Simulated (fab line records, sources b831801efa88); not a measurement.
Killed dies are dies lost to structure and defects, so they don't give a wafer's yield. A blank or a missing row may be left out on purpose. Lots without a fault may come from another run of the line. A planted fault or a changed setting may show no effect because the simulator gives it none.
One fault seen from 2 desks | flow gf180mcu | each desk has only its own numbers; what lay behind them comes last

THE METROLOGY DESK
What the gauges read, lot by lot, whatever tool the lot ran on: means of the sampled wafers that have a number. A lot is out of limits, marked OUT, if its mean lies more than 4 standard deviations from the usual mean; the brackets give that distance.
Columns: A = V1_CVD_00_THK at GF_V1_THK_MEAS_01, usual 601 nm
lot  | first seen here | A
L918 | day 17 06:05    | 601
L919 | day 17 16:38    | 599
L920 | day 17 21:34    | 604
L921 | day 18 08:45    | 726 (+15) OUT
L924 | day 19 12:08    | 717 (+14) OUT
L933 | day 22 23:49    | 593
L936 | day 23 18:53    | 604
L937 | day 24 01:10    | 602
L938 | day 24 04:53    | 597
L939 | day 24 14:53    | 597
L940 | day 24 21:52    | 598
L941 | day 25 07:26    | 598
This desk's finding: out of limits on L921, L924; first on L921, day 18 08:45 (V1_CVD_00_THK at GF_V1_THK_MEAS_01). In limits: L918, L919, L920, L933, L936, L937, L938, L939, L940, L941.

THE TOOL OWNER'S DESK: hdpcvd-01
The tool's own readings at GF_V1_CVD_00 (deposits SiO2, target thk 600 nm, time 100 s): means of the sampled wafers that have a number, for each lot that ran on this tool. A lot is out of limits, marked OUT, if its mean lies more than 4 standard deviations from the usual mean; the brackets give that distance.
Columns: A = pressure_mtorr at GF_V1_CVD_00, usual 6.000 mTorr; B = sih4_flow_sccm at GF_V1_CVD_00, usual 59.99 sccm
lot  | first seen here | A     | B
L918 | day 17 06:01    | 6.001 | 59.88
L919 | day 17 16:34    | 5.990 | 60.17
L921 | day 18 08:40    | 5.995 | 71.88 (+63) OUT
L924 | day 19 12:04    | 5.997 | 71.87 (+63) OUT
L933 | day 22 23:44    | 6.010 | 60.00
L938 | day 24 04:48    | 6.003 | 59.94
L939 | day 24 14:49    | 6.001 | 60.08
L940 | day 24 21:47    | 5.996 | 59.98
L941 | day 25 07:23    | 6.001 | 59.98
This desk's finding: out of limits on L921, L924; first on L921, day 18 08:40 (sih4_flow_sccm at GF_V1_CVD_00). In limits: L918, L919, L933, L938, L939, L940, L941.

PUT TOGETHER
The tool owner's desk could have raised an alarm at day 18 08:40, on L921, L924.
The metrology desk could have raised an alarm at day 18 08:45, on L921, L924.
Of the lots named, all ran GF_V1_CVD_00 on hdpcvd-01.

WHAT THE SIMULATOR HAD PUT IN
Process parameter drift: hdpcvd-01, from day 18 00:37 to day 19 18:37, at GF_V1_CVD_00. Setting sih4_flow_sccm, moved by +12, from 60. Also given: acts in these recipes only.
Lots struck among those shown: L921, L924.
Hours from the fault's start to each desk's first reading out of limits: the tool owner's desk, 8; the metrology desk, 8.
